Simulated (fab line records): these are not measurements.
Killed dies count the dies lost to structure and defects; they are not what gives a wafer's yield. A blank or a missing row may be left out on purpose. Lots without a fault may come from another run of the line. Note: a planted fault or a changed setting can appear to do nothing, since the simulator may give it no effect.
What tool caused it? | flow sky130 | Sampling: 13 lots, 39 wafers, 6 of 708 route steps

## WHAT THE GAUGES SHOWED, per wafer
SKY_FIELD_ISO_THK_MEAS_25. Usual: for FIELD_ISO_CVD_24_THK the level is 599 nm and the standard deviation is 6.2.
lot  | measured    | on           | FIELD_ISO_CVD_24_THK (nm) | flag
L604 | day 2 09:19 | filmMetro-04 | 590 604 597               | 
L605 | day 2 14:57 | filmMetro-03 | 607 600 604               | 
L606 | day 2 18:37 | filmMetro-04 | 591 598 588               | 
L607 | day 2 23:58 | filmMetro-01 | 599 602 602               | 
L610 | day 3 14:13 | filmMetro-01 | 600 602 608               | 
L611 | day 3 20:10 | filmMetro-01 | 603 590 596               | 
L612 | day 4 00:04 | filmMetro-04 | 615 600 604               | 
L614 | day 4 12:20 | filmMetro-03 | 605 594 589               | 
L619 | day 5 18:49 | filmMetro-04 | 588 603 605               | 
L620 | day 5 18:49 | filmMetro-01 | 595 596 588               | 
L621 | day 5 23:40 | filmMetro-03 | 603 593 595               | 
L625 | day 6 21:43 | filmMetro-04 | 603 600 602               | 
L627 | day 7 06:13 | filmMetro-01 | 605 606 611               | 

SKY_VT_ADJUST_LVTN_TW_MEAS_10. Usual: for VT_ADJUST_LVTN_TW the level is 243 and the standard deviation is 3.3.
lot  | measured     | on           | VT_ADJUST_LVTN_TW | flag
L604 | day 6 23:45  | filmMetro-03 | 246 246 247       | 
L605 | day 7 06:04  | filmMetro-02 | 240 241 240       | 
L606 | day 7 10:11  | filmMetro-04 | 239 238 240       | 
L607 | day 7 18:17  | filmMetro-04 | 239 239 240       | 
L610 | day 8 11:44  | filmMetro-02 | 242 242 241       | 
L611 | day 8 17:59  | filmMetro-03 | 246 247 245       | 
L612 | day 9 00:32  | filmMetro-02 | 241 242 241       | 
L614 | day 9 12:53  | filmMetro-03 | 246 249 248       | 
L619 | day 11 06:06 | filmMetro-04 | 238 236 239       | 
L620 | day 11 07:16 | filmMetro-02 | 30 30 30          | OFF
L621 | day 11 13:24 | filmMetro-03 | 249 247 247       | 
L625 | day 12 17:03 | filmMetro-03 | 245 245 246       | 
L627 | day 13 01:30 | filmMetro-03 | 245 246 245       | 

SKY_LI_CONTACT_OVL_MEAS_13. Usual: for LI_CONTACT_OVL the level is -2 nm and the standard deviation is 6.3.
lot  | measured     | on         | LI_CONTACT_OVL (nm) | flag
L604 | day 29 07:57 | overlay-02 | -7 -8 -8            | 
L605 | day 29 13:29 | overlay-01 | -2 6 5              | 
L606 | day 29 21:28 | overlay-01 | 0 -3 4              | 
L607 | day 30 03:24 | overlay-01 | -6 -3 -8            | 
L610 | day 31 06:27 | overlay-02 | -3 -7 -5            | 
L611 | day 31 18:47 | overlay-01 | 8 -1 0              | 
L612 | day 32 02:58 | overlay-01 | 10 8 12             | 
L614 | day 32 14:55 | overlay-01 | -7 -4 -4            | 
L619 | day 34 14:38 | overlay-01 | -3 -2 -6            | 
L620 | day 34 15:14 | overlay-01 | -15 -10 -10         | 
L621 | day 34 22:25 | overlay-01 | 2 2 4               | 
L625 | day 35 22:31 | overlay-01 | 1 6 0               | 
L627 | day 36 07:02 | overlay-02 | -4 -7 -10           | 

## TOOL THAT RAN EACH LOT (tool first, then ch and the chambers of the sampled wafers, then the start)
lot  | SKY_VT_ADJUST_HVTP_STRIP_10         | SKY_VT_ADJUST_LVTN_STRIP_09         | SKY_LI_CONTACT_CMP_02
L604 | plasmaAsher-02 ch 0,1, day 6 05:10  | plasmaAsher-02 ch 0,1, day 6 23:39  | cmp-02 ch 1,2, day 28 03:37
L605 | plasmaAsher-02 ch 0,1, day 6 11:02  | plasmaAsher-01 ch 0,1, day 7 05:59  | cmp-01 ch 1,2,3, day 28 09:28
L606 | plasmaAsher-04 ch 0,1, day 6 14:50  | plasmaAsher-03 ch 0,1, day 7 10:05  | cmp-02 ch 0,1, day 28 17:05
L607 | plasmaAsher-04 ch 0,1, day 6 22:46  | plasmaAsher-03 ch 0,1, day 7 18:08  | cmp-02 ch 1,2,3, day 28 23:53
L610 | plasmaAsher-01 ch 0,1, day 7 15:38  | plasmaAsher-03 ch 0,1, day 8 11:38  | cmp-01 ch 1,2,3, day 30 02:04
L611 | plasmaAsher-01 ch 0,1, day 7 22:08  | plasmaAsher-02 ch 0,1, day 8 17:53  | cmp-01 ch 0,1,2, day 30 14:43
L612 | plasmaAsher-01 ch 0,1, day 8 03:49  | plasmaAsher-02 ch 0,1, day 9 00:26  | cmp-02 ch 1,2,3, day 30 22:58
L614 | plasmaAsher-04 ch 0,1, day 8 15:55  | plasmaAsher-02 ch 0,1, day 9 12:47  | cmp-01 ch 0,1, day 31 11:53
L619 | plasmaAsher-04 ch 0,1, day 10 07:36 | plasmaAsher-02 ch 0,1, day 11 06:01 | cmp-01 ch 1,2, day 33 11:25
L620 | plasmaAsher-01 ch 0,1, day 10 08:58 | plasmaAsher-02 ch 0,1, day 11 07:10 | cmp-01 ch 1,2, day 33 11:59
L621 | plasmaAsher-02 ch 1, day 10 14:11   | plasmaAsher-02 ch 0,1, day 11 13:18 | cmp-02 ch 0,2, day 33 19:12
L625 | plasmaAsher-04 ch 1, day 11 15:22   | plasmaAsher-03 ch 0,1, day 12 16:57 | cmp-01 ch 0,1,3, day 34 20:19
L627 | plasmaAsher-04 ch 0,1, day 12 00:53 | plasmaAsher-01 ch 0,1, day 13 01:25 | cmp-02 ch 0,2, day 35 05:03
- SKY_VT_ADJUST_HVTP_STRIP_10: strips in O2/N2.
- SKY_VT_ADJUST_LVTN_STRIP_09: strips in O2/N2.
- SKY_LI_CONTACT_CMP_02: polishes PSG.

## AS READ BY THE TOOLS THEMSELVES (means over the sampled wafers that have a number; for cases with no such wafer, the mark the record gives instead)
SKY_VT_ADJUST_HVTP_STRIP_10. Usual: drypumpMotorCurrentA 5.7 A, standard deviation 0.5; o2FlowSccm 3000 sccm, standard deviation 9.3; oesProductAu 0.715 a.u., standard deviation 0.0048; stripTimeToEndpointS 14.19 s, standard deviation 0.038.
lot  | tool           | drypumpMotorCurrentA (A) | o2FlowSccm (sccm) | oesProductAu (a.u.) | stripTimeToEndpointS (s) | flag
L604 | plasmaAsher-02 | 6.3                      | 2993              | 0.715               | 14.19                    | 
L605 | plasmaAsher-02 | 6.2                      | 2995              | 0.717               | 14.18                    | 
L606 | plasmaAsher-04 | 5.3                      | 2998              | 0.713               | 14.25                    | 
L607 | plasmaAsher-04 | 5.3                      | 2996              | 0.717               | 14.23                    | 
L610 | plasmaAsher-01 | 6.0                      | 2997              | 0.714               | 14.20                    | 
L611 | plasmaAsher-01 | 6.0                      | 3004              | 0.714               | 14.18                    | 
L612 | plasmaAsher-01 | 5.7                      | 3016              | 0.716               | 14.22                    | 
L614 | plasmaAsher-04 | 5.3                      | 2989              | 0.715               | 14.12                    | 
L619 | plasmaAsher-04 | 5.3                      | 2995              | 0.716               | 14.23                    | 
L620 | plasmaAsher-01 | 5.9                      | 3002              | 0.933               | -                        | OFF
L621 | plasmaAsher-02 | 6.2                      | 2998              | 0.714               | 14.20                    | 
L625 | plasmaAsher-04 | 5.4                      | 2997              | 0.715               | 14.16                    | 
L627 | plasmaAsher-04 | 5.1                      | 3000              | 0.717               | 14.17                    | 

SKY_VT_ADJUST_LVTN_STRIP_09. Usual: drypumpMotorCurrentA 6.2 A, standard deviation 0.39; o2FlowSccm 3001 sccm, standard deviation 9.1; oesProductAu 0.723 a.u., standard deviation 0.0044; stripTimeToEndpointS 36.90 s, standard deviation 0.086.
lot  | tool           | drypumpMotorCurrentA (A) | o2FlowSccm (sccm) | oesProductAu (a.u.) | stripTimeToEndpointS (s) | flag
L604 | plasmaAsher-02 | 6.3                      | 2999              | 0.724               | 36.92                    | 
L605 | plasmaAsher-01 | 5.7                      | 2993              | 0.720               | 36.88                    | 
L606 | plasmaAsher-03 | 6.4                      | 3001              | 0.727               | 37.02                    | 
L607 | plasmaAsher-03 | 6.1                      | 3004              | 0.727               | 36.75                    | 
L610 | plasmaAsher-03 | 6.5                      | 3002              | 0.724               | 36.98                    | 
L611 | plasmaAsher-02 | 6.2                      | 2999              | 0.723               | 36.97                    | 
L612 | plasmaAsher-02 | 6.3                      | 2998              | 0.725               | 36.79                    | 
L614 | plasmaAsher-02 | 6.3                      | 3002              | 0.722               | 36.87                    | 
L619 | plasmaAsher-02 | 6.3                      | 3004              | 0.721               | 36.85                    | 
L620 | plasmaAsher-02 | 6.2                      | 3007              | 0.722               | 42.65                    | OFF
L621 | plasmaAsher-02 | 6.2                      | 2996              | 0.725               | 36.92                    | 
L625 | plasmaAsher-03 | 6.1                      | 3007              | 0.724               | 36.82                    | 
L627 | plasmaAsher-01 | 6.0                      | 3002              | 0.721               | 37.00                    | 

SKY_LI_CONTACT_CMP_02. Usual: motorCurrentA 11.8 A, standard deviation 1.2; slurryFilterDpKPa 13.50 kPa, standard deviation 0.12; timeToEndpointS 33.8 s, standard deviation 1.9.
lot  | tool   | motorCurrentA (A) | slurryFilterDpKPa (kPa) | timeToEndpointS (s) | flag
L604 | cmp-02 | 12.1              | 13.48                   | 32.4                | 
L605 | cmp-01 | 11.2              | 13.41                   | 33.8                | 
L606 | cmp-02 | 12.7              | 13.59                   | 32.4                | 
L607 | cmp-02 | 13.3              | 13.57                   | 35.4                | 
L610 | cmp-01 | 11.6              | 13.55                   | 31.5                | 
L611 | cmp-01 | 11.7              | 13.58                   | 32.3                | 
L612 | cmp-02 | 12.8              | 13.63                   | 33.1                | 
L614 | cmp-01 | 11.7              | 13.49                   | 32.7                | 
L619 | cmp-01 | 11.4              | 13.54                   | 35.9                | 
L620 | cmp-01 | 11.2              | 13.56                   | 35.1                | 
L621 | cmp-02 | 11.0              | 13.53                   | 33.3                | 
L625 | cmp-01 | 11.5              | 13.45                   | 33.5                | 
L627 | cmp-02 | 11.2              | 13.56                   | 33.6                | 

## THE ANSWER, worked out from the rows above alone
Rule: take the mean of a lot's wafers that have a number; if it is more than 3 standard deviations from the usual mean, the lot is off. Also off: a lot with no number at a reading for which 4 or more lots have one. Where the step has rows for the other lots, those lots are counted as sound. First the gauges in route order, then the tools' own readings, where a lot's mean is used as printed above. The first step at which some lot is off is used, and at that step the reading that is off furthest; a lot without a number counts as furthest.
Off: L620, seen at SKY_VT_ADJUST_LVTN_TW_MEAS_10 (VT_ADJUST_LVTN_TW).
If a tool, at a process step before that reading, ran all the lots that are off and no sound lot after the first of them, it fits. The gauges at SKY_VT_ADJUST_LVTN_TW_MEAS_10 aren't tried: what is off there is off at SKY_VT_ADJUST_HVTP_STRIP_10 too, on other tools, and a gauge's error can't cause that. One candidate fits, namely plasmaAsher-01 at SKY_VT_ADJUST_HVTP_STRIP_10. A fault onset in the window from L612 (day 8 03:49, its last sound lot) to L620 (day 10 08:58, its first lot off) fits.
On the lots that are off, the tool's own readings at SKY_VT_ADJUST_HVTP_STRIP_10 differ by more than 5 times the standard deviation of the sound lots' means, which bears it out; oesProductAu reads 0.933 a.u. there versus 0.715 a.u. on the sound lots.
Blank at SKY_VT_ADJUST_HVTP_STRIP_10 on the lots that are off, where sound lots have numbers: stripTimeToEndpointS.

## WHAT HAD BEEN PUT IN BY THE SIMULATOR
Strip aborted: plasmaAsher-01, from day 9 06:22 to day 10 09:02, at SKY_VT_ADJUST_HVTP_STRIP_10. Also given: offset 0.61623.
Shown lots that were struck: L620. The rule given above showed the same thing.
